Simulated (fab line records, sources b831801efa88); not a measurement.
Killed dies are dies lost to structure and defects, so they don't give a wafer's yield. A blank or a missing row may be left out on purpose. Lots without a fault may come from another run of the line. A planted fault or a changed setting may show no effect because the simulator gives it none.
A struck lot beside a sound one | flow sky130 | 32 steps out of a route of 708
Sound: wafers L220.3, L220.4, L220.6. Struck: wafers L223.1, L223.4, L223.6. The cause comes at the end.
At each step with rows: each side's tool, then ch and its chambers, then its first start. Under that, the readings that differ: sound wafers | struck wafers | difference of the means | sigmas: that difference in standard deviations of wafers without a fault.
alike: readings whose means differ by less than 2 such deviations, and words and numbers that are the same on both sides. not compared: withheld readings, readings that some wafer has no value for, bounds like >300 that may hide the same value, and numbers for which the record gives no deviation and whose values overlap.
The two part at a step that has a row with sigmas, a row that says differs or no value, or rows on one side only. Numbers that don't overlap but have no deviation are shown without sigmas and don't part them. A reading that every wafer of one side lacks parts them only if that side has two wafers or more.

first, 3 steps without rows for these wafers: SKY_LDD_P_EXPOSE_04 (exposes mask PSDM, target cd 380 nm); SKY_LDD_P_PEB_05; SKY_LDD_P_DEVELOP_06 (develop time 60 s).
SKY_LDD_P_CD_MEAS_07: target cd 380 nm.
  sound on cd_sem-02, day 21 11:29; struck on cd_sem-01, day 22 13:53
  alike: cd_nm
SKY_LDD_P_OVL_MEAS_08:
  sound on overlay-02, day 21 11:35; struck on overlay-01, day 22 14:01
  alike: LDD_P_OVL
then, 1 step without rows for these wafers: SKY_LDD_P_IMPLANT_09.
SKY_LDD_P_STRIP_10: strips in O2/N2.
  sound on plasma_asher-02 ch 0,1, day 21 11:47; struck on plasma_asher-02 ch 1, day 22 14:12
  alike: drypump_motor_current_A, oes_product_au, strip_time_to_endpoint_s
  not compared: rf_hours_counter_h
SKY_LDD_P_TW_MEAS_11:
  sound on film_metro-02, day 21 11:52; struck on film_metro-03, day 22 14:18
  alike: LDD_P_TW
then, 4 steps without rows for these wafers: SKY_LDD_HVN_DEHYDRATE_00 (time 60 s); SKY_LDD_HVN_HMDS_01 (prime time 60 s); SKY_LDD_HVN_COAT_02 (resist thk 300 nm); SKY_LDD_HVN_SOFTBAKE_03 (time 60 s).
SKY_LDD_HVN_EXPOSE_04: exposes mask HVNTM, target cd 700 nm.
  sound on iline_stepper-02 ch 0, day 22 02:32; struck on iline_stepper-01 ch 0, day 23 05:07
  reading | sound                   | struck                  | difference | sigmas
  mask    | HVNTM#0 HVNTM#0 HVNTM#0 | HVPTM#0 HVPTM#0 HVPTM#0 | differs    |
then, 2 steps without rows for these wafers: SKY_LDD_HVN_PEB_05; SKY_LDD_HVN_DEVELOP_06 (develop time 60 s).
SKY_LDD_HVN_OVL_MEAS_07:
  sound on overlay-01, day 22 17:34; struck on overlay-01, day 23 19:59
  reading          | sound       | struck | difference                    | sigmas
  LDD_HVN_OVL (nm) | 0.6 0.1 1.7 | - - -  | no value on the struck wafers |
then, 1 step without rows for these wafers: SKY_LDD_HVN_IMPLANT_08.
SKY_LDD_HVN_STRIP_09: strips in O2/N2.
  sound on plasma_asher-04 ch 0,1, day 22 17:46; struck on plasma_asher-04 ch 0,1, day 23 20:11
  alike: drypump_motor_current_A, oes_product_au, strip_time_to_endpoint_s
  not compared: rf_hours_counter_h
SKY_LDD_HVN_TW_MEAS_10:
  sound on film_metro-01, day 22 17:51; struck on film_metro-01, day 23 20:17
  reading    | sound          | struck   | difference | sigmas
  LDD_HVN_TW | 1438 1436 1431 | 30 30 31 | -1405      | -99 or more
then, 7 steps without rows for these wafers: SKY_LDD_HVP_DEHYDRATE_00 (time 60 s); SKY_LDD_HVP_HMDS_01 (prime time 60 s); SKY_LDD_HVP_COAT_02 (resist thk 300 nm); SKY_LDD_HVP_SOFTBAKE_03 (time 60 s); SKY_LDD_HVP_EXPOSE_04 (exposes mask HVPTM, target cd 700 nm); SKY_LDD_HVP_PEB_05; SKY_LDD_HVP_DEVELOP_06 (develop time 60 s).
SKY_LDD_HVP_OVL_MEAS_07:
  sound on overlay-01, day 24 00:04; struck on overlay-02, day 25 01:32
  alike: LDD_HVP_OVL
then, 1 step without rows for these wafers: SKY_LDD_HVP_IMPLANT_08.
SKY_LDD_HVP_STRIP_09: strips in O2/N2.
  sound on plasma_asher-04 ch 0,1, day 24 00:16; struck on plasma_asher-04 ch 1, day 25 01:44
  alike: drypump_motor_current_A, oes_product_au, strip_time_to_endpoint_s
  not compared: rf_hours_counter_h
SKY_LDD_HVP_TW_MEAS_10:
  sound on film_metro-01, day 24 00:22; struck on film_metro-03, day 25 01:50
  reading    | sound             | struck               | difference | sigmas
  LDD_HVP_TW | 462.1 460.6 460.2 | 1446.6 1444.8 1457.4 | +988.6     | +99 or more
then, 1 step without rows for these wafers: SKY_LDD_LDN_DEHYDRATE_00 (time 60 s).
-- the record jumps here: 23 days lie between the struck wafers' starts before and after (it left off in module LDD_LDN and takes up again in module PAD_OPEN, whose first step shown is number 708 of the route) --
SKY_PAD_OPEN_PROBE_99:
  sound on prober-02, day 47 09:19; struck on prober-01, day 48 02:26
  reading                                | sound                       | struck                        | difference | sigmas
  model.etest.pfet_g5v0d10v5.r_on_ohm_um | 4724 4667 4792              | 6251 6187 6285                | +1513      |
  model.etest.pfet_16v.r_on_ohm_um       | 1.5e+04 1.526e+04 1.525e+04 | 1.592e+04 1.582e+04 1.595e+04 | +7.267e+02 |
  model.etest.nfet_g5v0d10v5.r_on_ohm_um | 1881 1888 1907              | 2226 2186 2205                | +314       |
  model.etest.pfet_g5v0d10v5.drive_ua_um | 347.1 340.9 336.2           | 251.8 251.4 249.6             | -90.5      |
  model.etest.nfet_g5v0d10v5.drive_ua_um | 608 599.6 596.8             | 524.1 534 523.3               | -74.3      |
  model.etest.nfet_05v0_nvt.drive_ua_um  | 575 569.2 562.6             | 533 544 534.4                 | -32        |
  model.etest.pfet_16v.drive_ua_um       | 246.7 244.3 242.5           | 226.9 227.1 225.5             | -18.0      |
  model.etest.ring_5v.delay_ps           | 44.17 44.86 45.08           | 56.29 56.41 56.29             | +11.63     |

WHERE THEY PART
First at SKY_LDD_HVN_EXPOSE_04; last, within this record, at SKY_LDD_HVP_TW_MEAS_10.

WHY: what the simulator had put in
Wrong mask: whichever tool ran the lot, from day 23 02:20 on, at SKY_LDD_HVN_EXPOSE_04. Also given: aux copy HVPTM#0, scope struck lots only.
